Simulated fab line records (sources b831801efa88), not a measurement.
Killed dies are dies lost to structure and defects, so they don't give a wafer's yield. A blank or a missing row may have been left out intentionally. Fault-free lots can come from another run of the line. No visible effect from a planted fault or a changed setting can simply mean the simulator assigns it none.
Struck lot and sound lot, side by side + flow sfq_line + 13 out of 325 route steps
Sound: these wafers, L975.1, L975.3, L975.5. The struck wafers were L983.2, L983.4, L983.6. The cause is given at the end.
Per side, at each step with rows, come the tool, then ch with its chambers, and then its first start. Under that, the readings that differ: sound wafers + struck wafers + difference of the means + sigmas: that difference in standard deviations of wafers without a fault.
alike: same words and numbers on both sides, and readings whose means sit less than 2 such deviations apart. not compared: any withheld reading, any reading some wafer has no value for, any bound like >300 that may hide the same value, and any number with overlapping values for which the record gives no deviation.
Wherever a step has rows on one side only, a row that says differs or no value, or a row with sigmas, the two part there. Numbers that don't overlap but have no deviation are shown without sigmas and don't part them. A reading missing from all wafers of one side parts the sides only when that side holds two or more wafers.

first, 1 step without rows for these wafers: SFQ_TRILAYER_M7_DEP_PRE_CLEAN_176 (time 22.5 s).
SFQ_TRILAYER_M7_DEP_SPUTTER_175: material Nb, target thk 200 nm, time 133.3 s.
  sound on pvd_sputter-04 at day 77 14:21; struck on pvd_sputter-03 at day 88 01:55
  alike: substrate_temp_c, throttle_valve_pct
SFQ_M7_RS_MEAS_943: measures by four-point-probe.
  sound on film_metro-02 at day 77 14:26; struck on film_metro-02 at day 88 02:01
  alike: M7_NB_RS
then, 6 steps without rows for these wafers: SFQ_TRILAYER_M7_LITHO_COAT_182 (resist thk 62 nm); SFQ_TRILAYER_M7_LITHO_COAT_177 (resist thk 600 nm); SFQ_TRILAYER_M7_LITHO_SOFTBAKE_181; SFQ_TRILAYER_M7_LITHO_EXPOSE_178 (exposes mask M7, target cd 500 nm); SFQ_TRILAYER_M7_LITHO_PEB_180 (peb time 60 s); SFQ_TRILAYER_M7_LITHO_DEVELOP_179 (time 60 s).
-- the record jumps here: 3 days lie between the struck wafers' starts before and after --
SFQ_M7_OVL_MEAS_945:
  sound on overlay-01 at day 81 22:10; struck on overlay-01 at day 91 11:22
  alike: M7_OVL
SFQ_TRILAYER_M7_BARC_OPEN_METAL_ETCH_229: etches BARC in O2, target depth 125 nm, time 41.7 s.
  sound on rie_metal-02 ch 0, day 81 22:13; struck on rie_metal-03 ch 0,1, day 91 11:24
  alike: chamber_pressure_mTorr, drypump_motor_current_A, oes_product_au, rf_fwd_power_W
  not compared: rf_hours_counter_h
SFQ_TRILAYER_M7_ETCH_METAL_ETCH_180: etches Nb in Cl2/Ar, stops on SiO2, target depth 240 nm, time 120 s.
  sound on rie_metal-02 ch 0, day 81 22:16; struck on rie_metal-03 ch 0,1, day 91 11:28
| reading                                             | sound             | struck            | difference | sigmas |
|-----------------------------------------------------|-------------------|-------------------|------------|--------|
| rf_fwd_power_W (W)                                  | 593.5 594.1 594.5 | 500.1 497.8 502.8 | -93.8      | -49    |
| model.KrF_of_TRILAYER_M7_LITHO_COAT_177.thk_nm (nm) | 387.6 387.3 387.2 | 401.8 404.1 407.7 | +17.2      |        |
  alike: chamber_pressure_mTorr, drypump_motor_current_A, oes_product_au
  not compared: rf_hours_counter_h
SFQ_TRILAYER_M7_STRIP_STRIP_181: strips in O2.
  sound on rie_metal-02 ch 0, day 81 22:23; struck on rie_metal-03 ch 0,1, day 91 11:35
  alike: chamber_pressure_mTorr, drypump_motor_current_A, oes_product_au
  not compared: rf_hours_counter_h

## WHERE THEY PART
Only at SFQ_TRILAYER_M7_ETCH_METAL_ETCH_180, within this record. Later steps at which nothing parts them and some readings are alike: SFQ_TRILAYER_M7_STRIP_STRIP_181.

WHY: the cause the simulator had injected
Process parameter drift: rie_metal-03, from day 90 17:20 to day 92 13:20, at SFQ_TRILAYER_M7_ETCH_METAL_ETCH_180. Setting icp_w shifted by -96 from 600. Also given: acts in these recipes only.
